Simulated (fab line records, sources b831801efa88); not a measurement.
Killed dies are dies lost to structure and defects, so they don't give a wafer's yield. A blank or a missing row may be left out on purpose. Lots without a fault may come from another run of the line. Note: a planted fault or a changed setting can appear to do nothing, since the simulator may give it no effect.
Shared-tool check | flow gf180mcu | Sampled: 10 lots, 30 wafers

## REASON IT WAS OPENED
Of 10 lots, 2 have the reading PSD_TW flagged at GF_PSD_TW_MEAS_11. Fault-free wafers read 3206, with a standard deviation of 15.
Rule: a lot is flagged in two cases, either no wafer of it has a number, or all its wafers with numbers fall more than 4 standard deviations from that mean. The other lots count as sound.

lot  | measured     | on            | PSD_TW, wafer by wafer | flag
L605 | day 14 07:49 | film-metro-02 | 3209 3210 3215         |
L607 | day 14 19:41 | film-metro-01 | 3181 3199 3188         |
L609 | day 15 13:40 | film-metro-01 | 3177 3216 3181         |
L610 | day 15 23:37 | film-metro-01 | 3202 3206 3193         |
L612 | day 16 14:41 | film-metro-02 | 3190 3206 3217         |
L619 | day 19 06:53 | film-metro-04 | 3433 3431 3445         | FLAGGED
L620 | day 19 15:04 | film-metro-01 | 3439 3447 3454         | FLAGGED
L623 | day 20 20:06 | film-metro-01 | 3221 3205 3196         |
L625 | day 21 09:46 | film-metro-01 | 3213 3214 3216         |
L628 | day 22 12:30 | film-metro-04 | 3218 3211 3208         |
The mean of the flagged lots' numbers is 3442, +236 from the usual (+16 standard deviations).

## WHICH TOOL RAN EACH LOT
3 process steps preceding the reading are held in the record, out of 602 steps in the route. Cell contents, in order: the tool; ch with the chambers the sampled wafers went through; the start.
lot  | flag    | GF_STI_ETCH_14                  | GF_PSD_IMPLANT_09               | GF_PSD_STRIP_10
L605 |         | rie-si-01 ch 1,2,3, day 2 02:17 | implanter-04 ch 0, day 14 07:34 | plasma-asher-04 ch 0,1, day 14 07:43
L607 |         | rie-si-02 ch 0,1,2, day 2 11:32 | implanter-04 ch 0, day 14 19:26 | plasma-asher-01 ch 0,1, day 14 19:35
L609 |         | rie-si-01 ch 0,2,3, day 2 21:50 | implanter-03 ch 0, day 15 13:26 | plasma-asher-04 ch 1, day 15 13:34
L610 |         | rie-si-01 ch 1,2,3, day 3 03:32 | implanter-04 ch 0, day 15 23:23 | plasma-asher-02 ch 0,1, day 15 23:31
L612 |         | rie-si-01 ch 0,1,2, day 3 14:52 | implanter-01 ch 0, day 16 14:26 | plasma-asher-01 ch 0,1, day 16 14:35
L619 | FLAGGED | rie-si-02 ch 0,2,3, day 5 01:26 | implanter-04 ch 0, day 19 06:40 | plasma-asher-02 ch 0,1, day 19 06:47
L620 | FLAGGED | rie-si-01 ch 0,2,3, day 5 07:32 | implanter-04 ch 0, day 19 14:49 | plasma-asher-01 ch 0,1, day 19 14:58
L623 |         | rie-si-02 ch 0,2, day 5 21:56   | implanter-03 ch 0, day 20 19:52 | plasma-asher-01 ch 0,1, day 20 19:59
L625 |         | rie-si-02 ch 0,1, day 6 08:46   | implanter-03 ch 0, day 21 09:34 | plasma-asher-01 ch 0,1, day 21 09:40
L628 |         | rie-si-01 ch 0,3, day 7 01:35   | implanter-03 ch 0, day 22 12:16 | plasma-asher-04 ch 0,1, day 22 12:23
What the steps here do:
- GF_STI_ETCH_14: etches Si in HBr/Cl2/O2, target depth 360 nm, time 102.9 s.
- GF_PSD_IMPLANT_09
- GF_PSD_STRIP_10: strips in O2/N2.
- GF_PSD_TW_MEAS_11

## FLAGGED AGAINST TOTAL, ONE TOOL AT A TIME (gauges that did the reading follow at the end)
step              | tool            | lots run | flagged | share of the flagged lots | sound lots run after its first flagged lot
GF_STI_ETCH_14    | rie-si-01       | 6        | 1       | some                      | 1 (L628)
GF_STI_ETCH_14    | rie-si-02       | 4        | 1       | some                      | 2 (L623,L625)
GF_PSD_IMPLANT_09 | implanter-01    | 1        | 0       | none                      | -
GF_PSD_IMPLANT_09 | implanter-03    | 4        | 0       | none                      | -
GF_PSD_IMPLANT_09 | implanter-04    | 5        | 2       | all                       | 0
GF_PSD_STRIP_10   | plasma-asher-01 | 5        | 1       | some                      | 2 (L623,L625)
GF_PSD_STRIP_10   | plasma-asher-02 | 2        | 1       | some                      | 0
GF_PSD_STRIP_10   | plasma-asher-04 | 3        | 0       | none                      | -
GF_PSD_TW_MEAS_11 | film-metro-01   | 6        | 1       | some                      | 2 (L623,L625)
GF_PSD_TW_MEAS_11 | film-metro-02   | 2        | 0       | none                      | -
GF_PSD_TW_MEAS_11 | film-metro-04   | 2        | 1       | some                      | 1 (L628)

## THE TABLE: WHAT IT ALLOWS
1 row of the table ran every flagged lot: implanter-04 at GF_PSD_IMPLANT_09.
- implanter-04 at GF_PSD_IMPLANT_09 ran 5 lots, 2 of them flagged. Its last sound lot is L610 (day 15 23:23), its first flagged lot L619 (day 19 06:40): a fault that began between those two fits. Its own readings (beam-energy-keV) fall more than 4 standard deviations out on all wafers of the flagged lots.
Just one tool remains: implanter-04 at GF_PSD_IMPLANT_09.

## WHAT WAS PUT IN BY THE SIMULATOR
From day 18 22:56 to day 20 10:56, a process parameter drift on implanter-04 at GF_PSD_IMPLANT_09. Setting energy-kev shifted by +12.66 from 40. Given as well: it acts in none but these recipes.
Lots struck among those shown: L619, L620. The rule above reached the same finding.
